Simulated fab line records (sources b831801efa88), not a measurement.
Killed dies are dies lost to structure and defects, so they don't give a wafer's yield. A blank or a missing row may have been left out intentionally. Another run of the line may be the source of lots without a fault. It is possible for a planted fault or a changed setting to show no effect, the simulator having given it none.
Split-lot experiment + flow sky130 + 14 wafers read across 5 lots, on a route 708 steps long

ON THE SPLIT
At SKY_METAL2_METAL_ETCH_19 (etches the open film in Cl2/BCl3, stops on SiO2, target depth 360 nm, time 78 s), the setting icp_w was moved away from the recipe's 900 W on 5 of the 14 wafers read, by -10.1% to -3.1%. For the rest of the wafers, this setting stayed at what the recipe calls for.

Reading taken at the split's own step.

THE READING
KrF-thick_of_METAL2_COAT_10.thk_nm (the simulator's own value, which no gauge read), in nm, at SKY_METAL2_METAL_ETCH_19 (etches the open film in Cl2/BCl3, stops on SiO2, target depth 360 nm, time 78 s). No usual value for it is given in the file. Average 159.8 nm, standard deviation 3.3 nm, over the 9 wafers here run with the recipe.

| wafer  | tool, chamber at the split | icp_w as run, W | against the recipe | KrF-thick_of_METAL2_COAT_10.thk_nm, nm | against lot-mates on the recipe |
|--------|----------------------------|-----------------|--------------------|----------------------------------------|---------------------------------|
| L076.2 | rie_metal-04, 0            | 900             | recipe             | 161.6                                  | -                               |
| L076.4 | rie_metal-04, 1            | 900             | recipe             | 158.6                                  | -                               |
| L076.5 | rie_metal-04, 0            | 900             | recipe             | 161.9                                  | -                               |
| L077.2 | rie_metal-04, 1            | 809.1           | -10.1%             | 183                                    | +20.9                           |
| L077.5 | rie_metal-04, 0            | 900             | recipe             | 162.1                                  | -                               |
| L082.4 | rie_metal-04, 1            | 872.4           | -3.1%              | 171.7                                  | +7.3                            |
| L082.6 | rie_metal-04, 0            | 900             | recipe             | 164.4                                  | -                               |
| L083.1 | rie_metal-01, 0            | 900             | recipe             | 159.1                                  | -                               |
| L083.2 | rie_metal-01, 1            | 848.7           | -5.7%              | 166.4                                  | +6.2                            |
| L083.3 | rie_metal-01, 0            | 900             | recipe             | 161.4                                  | -                               |
| L083.4 | rie_metal-01, 1            | 848.7           | -5.7%              | 166.1                                  | +5.8                            |
| L083.6 | rie_metal-01, 0            | 848.7           | -5.7%              | 169.4                                  | +9.2                            |
| L084.2 | rie_metal-01, 0            | 900             | recipe             | 156.4                                  | -                               |
| L084.5 | rie_metal-01, 1            | 900             | recipe             | 152.9                                  | -                               |

THE FIT
A straight line over all 14 wafers: KrF-thick_of_METAL2_COAT_10.thk_nm changes by -1.91 nm for each +1% of icp_w; r = -0.86; the points scatter about the line by 4 nm.
The same after taking each lot's own level away (the mean of its wafers on the recipe; 14 wafers): -1.72 nm for each +1%; r = -0.94; scatter 2.3 nm.
Per that fit: largest icp_w move, reading shift of 17 nm.
Across the lots, their own levels run from 154.65 to 164.40 nm, a range of 3.0 times the standard deviation given above.
So the slope is not independent of the lot-to-lot level: the two fits are not the same.
Check: with one of the wafers moved furthest among these (-10.1%) left out of the fit, the line predicts +13.4 nm for it against its lot-mates. It came out at +20.9 nm against them.

THESE WAFERS: OTHER SPLITS
Other splits were also applied to these wafers ahead of the reading. Each is held against what the fit with the lots' levels taken away leaves over:
| other split on the same wafers | wafers away from the commonest value | r with KrF-thick_of_METAL2_COAT_10.thk_nm (lot level and that fit taken away) |
|--------------------------------|--------------------------------------|-------------------------------------------------------------------------------|
| SKY_VIA1_EXPOSE_09 dose_mj     | 4                                    | -0.02                                                                         |
| SKY_VIA1_SPUTTER_20 power_w    | 3                                    | +0.22                                                                         |
| SKY_METAL2_SPUTTER_02 time_s   | 0                                    | -                                                                             |

THE WHOLE CHAIN: every reading that the file lists as answering this split, in the file's order
| step                     | what it does                                                                    | reading                                                                             | change (the file's fit)              | r (the file's) |
|--------------------------|---------------------------------------------------------------------------------|-------------------------------------------------------------------------------------|--------------------------------------|----------------|
| SKY_METAL2_METAL_ETCH_19 | etches the open film in Cl2/BCl3, stops on SiO2, target depth 360 nm, time 78 s | KrF-thick_of_METAL2_COAT_10.thk_nm (the simulator's own value, which no gauge read) | -1.74 nm for each +1% of the setting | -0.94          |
| SKY_METAL2_STRIP_20      | strips in O2/N2                                                                 | strip_time_to_endpoint_s                                                            | withheld for each +1% of the setting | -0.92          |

FILE'S OWN FIT
KrF-thick_of_METAL2_COAT_10.thk_nm changes by -1.74 nm for each +1% of icp_w, r = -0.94.
